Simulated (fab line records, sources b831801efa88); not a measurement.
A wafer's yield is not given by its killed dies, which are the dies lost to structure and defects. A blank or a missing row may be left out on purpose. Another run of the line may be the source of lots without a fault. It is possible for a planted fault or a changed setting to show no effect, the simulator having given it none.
A lot that was struck, set against a sound lot :: flow sky130 :: 19 out of 708 route steps
Sound: wafers L471.1, L471.3, L471.6. Struck: wafer L484.2. Last of all comes the cause.
Order at every step that has rows: each side's tool, ch and its chambers, its first start. Under that, the readings that differ: sound wafers :: struck wafers :: difference of the means :: sigmas: that difference in standard deviations of wafers without a fault.
alike: words and numbers the same on both sides, and readings whose means are apart by under 2 such deviations; not compared: readings that were withheld, readings missing a value for some wafer, numbers with overlapping values and no deviation given by the record, and bounds like >300 which may hide the same value.
A row with sigmas, a row that says differs or no value, or rows on one side alone: a step with any of these is where the two part. When numbers do not overlap yet have no deviation, they are printed without sigmas and do not part them. A reading missing from all wafers of one side parts the sides only when that side holds two or more wafers.

first, 6 steps without rows for these wafers: SKY_CONTACT_ETCH_18 (etches Si3N4 in CHF3/O2, stops on TiN, time 39 s, target depth 75 nm); SKY_CONTACT_STRIP_19 (strips in O2/N2); SKY_CONTACT_STRIP_20 (strips in post etch residue remover, time 1200 s); SKY_CONTACT_CLEAN_21 (cleans in IPA, time 180 s); SKY_CONTACT_CLEAN_22 (cleans in O3/DIW); SKY_CONTACT_SPUTTER_23 (material TiN, target thk 20 nm, time 80 s).
SKY_CONTACT_CVD_24: deposits W, target thk 340 nm, time 102.12 s.
  sound on cvd-w-01 ch 0,1, day 34 16:11; struck on cvd-w-01 ch 0, day 38 01:29
  alike: heater-power-w
SKY_CONTACT_RS_MEAS_25: measurement is done with a four-point probe.
  sound on film-metro-01, day 34 16:17; struck on film-metro-03, day 38 01:37
  alike: CONTACT_W_RS
SKY_CONTACT_THK_MEAS_26: measures by xrf.
  sound on film-metro-01, day 34 16:25; struck on film-metro-03, day 38 01:44
  alike: CONTACT_W_THK
SKY_CONTACT_CMP_27: polishes, stops on SiO2, t overpolish 15 s, target thk 0 nm.
  sound on cmp-02 ch 0,2,3, day 34 16:34; struck on cmp-02 ch 3, day 38 01:53
reading: edge-zone-pressure-frac
sound: 1.009 1.001 1.008
struck: 0.996
difference: -0.010
sigmas: -2
  alike: motor-current-A, overpolish-run-s, time-to-endpoint-s
SKY_METAL1_SPUTTER_00: material Ti, target thk 15 nm, time 10 s.
  sound on pvd-sputter-02, day 34 16:46; struck on pvd-sputter-02, day 38 02:05
reading: throttle-valve-pct (%)
sound: 31.2 29.7 31.1
struck: 28.4
difference: -2.3
sigmas: -2
  alike: chamber-pressure-pa
then, 1 step without rows for these wafers: SKY_METAL1_SPUTTER_01 (material TiN, target thk 20 nm, time 16.7 s).
SKY_METAL1_SPUTTER_02: material AlCu, target thk 250 nm, time 13.3 s.
  sound on pvd-sputter-02, day 34 16:49; struck on pvd-sputter-02, day 38 02:08
reading: chamber-pressure-pa (Pa)
sound: 0.4003 0.3994 0.3989
struck: 0.4017
difference: +0.0022
sigmas: +3

reading: throttle-valve-pct (%)
sound: 31.2 29.6 31.1
struck: 28.4
difference: -2.2
sigmas: -2

reading: model.AlCu_of_METAL1_SPUTTER_02.thk-nm (nm)
sound: 244.5 248.6 243.7
struck: 233.1
difference: -12.5
sigmas: 
SKY_METAL1_SPUTTER_03: material Ti, target thk 5 nm, time 3.3 s.
  sound on pvd-sputter-02, day 34 16:50; struck on pvd-sputter-02, day 38 02:10
reading: throttle-valve-pct (%)
sound: 31.2 29.6 31.8
struck: 28.4
difference: -2.5
sigmas: -2
  alike: chamber-pressure-pa
SKY_METAL1_SPUTTER_04: material TiN, target thk 70 nm, time 58.3 s.
  sound on pvd-sputter-02, day 34 16:52; struck on pvd-sputter-02, day 38 02:11
reading: throttle-valve-pct (%)
sound: 31.3 29.6 31.4
struck: 28.7
difference: -2.1
sigmas: -2
  alike: chamber-pressure-pa
SKY_METAL1_RS_MEAS_05: measurement is done with a four-point probe.
  sound on film-metro-01, day 34 16:54; struck on film-metro-01, day 38 02:14
reading: METAL1_ALCU_RS (ohm/sq)
sound: 0.1294 0.1275 0.1306
struck: 0.1364
difference: +0.0072
sigmas: +3
SKY_METAL1_THK_MEAS_06: measures by xrf.
  sound on film-metro-01, day 34 17:01; struck on film-metro-01, day 38 02:21
reading: METAL1_ALCU_THK (nm)
sound: 247 248 245
struck: 234
difference: -13
sigmas: -3
then, 1 step without rows for these wafers: SKY_METAL1_DEHYDRATE_07 (time 60 s).
-- the record jumps here: 13 days lie between the struck wafers' starts before and after (it left off in module METAL1 and takes up again in module PAD_OPEN, whose first step shown is number 708 of the route) --
SKY_PAD_OPEN_PROBE_99:
  sound on prober-02, day 48 12:30; struck on prober-01, day 50 18:25
reading: killed_at_M0_to_M3
sound: 49 42 43
struck: 24
difference: -21
sigmas: -3

reading: model.etest.met1.line-ohm-um
sound: 0.9303 0.9234 0.9031
struck: 1.023
difference: +0.104
sigmas: 

reading: model.etest.met1.rs-ohm-sq
sound: 0.1308 0.1285 0.1313
struck: 0.1399
difference: +0.0097
sigmas: 
  alike: killed_at_M4_up, killed-at-contacts, killed-at-front-end, killed-at-other, killed-dies, killed-open, killed-short

== WHERE THEY PART ==
First at SKY_CONTACT_CMP_27; last, within this record, at SKY_PAD_OPEN_PROBE_99.

WHY: what the simulator had put in
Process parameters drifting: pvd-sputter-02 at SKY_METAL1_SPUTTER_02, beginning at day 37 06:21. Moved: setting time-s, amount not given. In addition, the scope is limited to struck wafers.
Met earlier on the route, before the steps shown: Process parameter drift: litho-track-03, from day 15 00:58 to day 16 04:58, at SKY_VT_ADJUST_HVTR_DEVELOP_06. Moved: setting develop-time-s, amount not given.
